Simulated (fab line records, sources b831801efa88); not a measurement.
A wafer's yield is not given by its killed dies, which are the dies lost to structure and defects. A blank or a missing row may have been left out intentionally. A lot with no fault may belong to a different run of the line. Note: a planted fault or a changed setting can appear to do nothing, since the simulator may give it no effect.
Struck lot and sound lot, side by side / flow gf180mcu / 16 out of 602 route steps
Sound: wafers L536.4, L536.5, L536.6. Wafers struck: L556.1, L556.4, L556.6. The cause is named last.
At each step with rows: each side's tool, then ch and its chambers, then its first start. Under that, the readings that differ: sound wafers / struck wafers / difference of the means / sigmas: that difference in standard deviations of wafers without a fault.
alike: same words and numbers on both sides, and readings whose means sit less than 2 such deviations apart. not compared: any withheld reading, any reading some wafer has no value for, any bound like >300 that may hide the same value, and any number with overlapping values for which the record gives no deviation.
The two part at a step that has a row with sigmas, a row that says differs or no value, or rows on one side only. When numbers do not overlap yet have no deviation, they are printed without sigmas and do not part them. Lack of a reading on every wafer of one side parts them only where that side has two or more wafers.

first, 1 step without rows for these wafers: GF_HV_LDD_IMPLANT_36.
GF_HV_LDD_STRIP_37: strips in O2/N2.
  sound on plasmaAsher-02 ch 0,1, day 11 20:49; struck on plasmaAsher-02 ch 0,1, day 18 13:39
  alike: drypumpMotorCurrentA, heaterPowerW, oesProductAu, stripTimeToEndpointS
  not compared: rfHoursCounterH
GF_HV_LDD_TW_MEAS_38:
  struck on filmMetro-04, day 18 13:45; sound on filmMetro-01, day 11 20:54
  alike: HV_LDD_3_TW
then, 7 steps without rows for these wafers: GF_HV_LDD_DEHYDRATE_39 (time 60 s); GF_HV_LDD_HMDS_40 (prime time 60 s); GF_HV_LDD_COAT_41 (resist thk 1000 nm); GF_HV_LDD_SOFTBAKE_42 (time 60 s); GF_HV_LDD_EXPOSE_43 (exposes mask Pplus HV AREA, target cd 400 nm); GF_HV_LDD_PEB_44; GF_HV_LDD_DEVELOP_45 (develop time 60 s).
GF_HV_LDD_CD_MEAS_46: the cd target is 400 nm.
  struck on cdSem-01, day 19 13:37; sound on cdSem-01, day 12 16:07
  alike: cdNm
GF_HV_LDD_OVL_MEAS_47:
  struck on overlay-02, day 19 13:44; sound on overlay-02, day 12 16:11
  alike: HV_LDD_03_OVL
GF_HV_LDD_IMPLANT_48:
  sound on implanter-02 ch 0, day 12 16:17; struck on implanter-03 ch 0, day 19 13:46
reading=beamEnergyKeV; sound=24.998 25.003 24.990; struck=16.404 16.425 16.425; difference=-8.579; sigmas=-99 or more
reading=model.implant.rpNm (nm); sound=83.13 83.13 83.13; struck=55 55 55; difference=-28; sigmas=
reading=model.implant.drpNm (nm); sound=35.62 35.62 35.62; struck=24.59 24.59 24.59; difference=-11.03; sigmas=
GF_HV_LDD_STRIP_49: strips in O2/N2.
  sound on plasmaAsher-02 ch 0,1, day 12 16:23; struck on plasmaAsher-02 ch 0,1, day 19 13:55
  alike: drypumpMotorCurrentA, heaterPowerW, oesProductAu, stripTimeToEndpointS
  not compared: rfHoursCounterH
GF_HV_LDD_TW_MEAS_50:
  struck on filmMetro-02, day 19 14:15; sound on filmMetro-04, day 12 16:29
reading=HV_LDD_4_TW; sound=575 575 579; struck=513 511 512; difference=-64; sigmas=-14
  not compared: hold
GF_PASSIVATION_PROBE_99:
  rows exist in the record for the sound wafers here (prober-02, day 29 05:46), none for the struck ones

WHERE THEY PART
Earliest at GF_HV_LDD_IMPLANT_48; latest, in this record, at GF_PASSIVATION_PROBE_99.

WHY: what had been put in by the simulator
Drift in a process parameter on implanter-03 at GF_HV_LDD_IMPLANT_48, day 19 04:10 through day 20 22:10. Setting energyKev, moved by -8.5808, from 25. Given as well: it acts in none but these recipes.
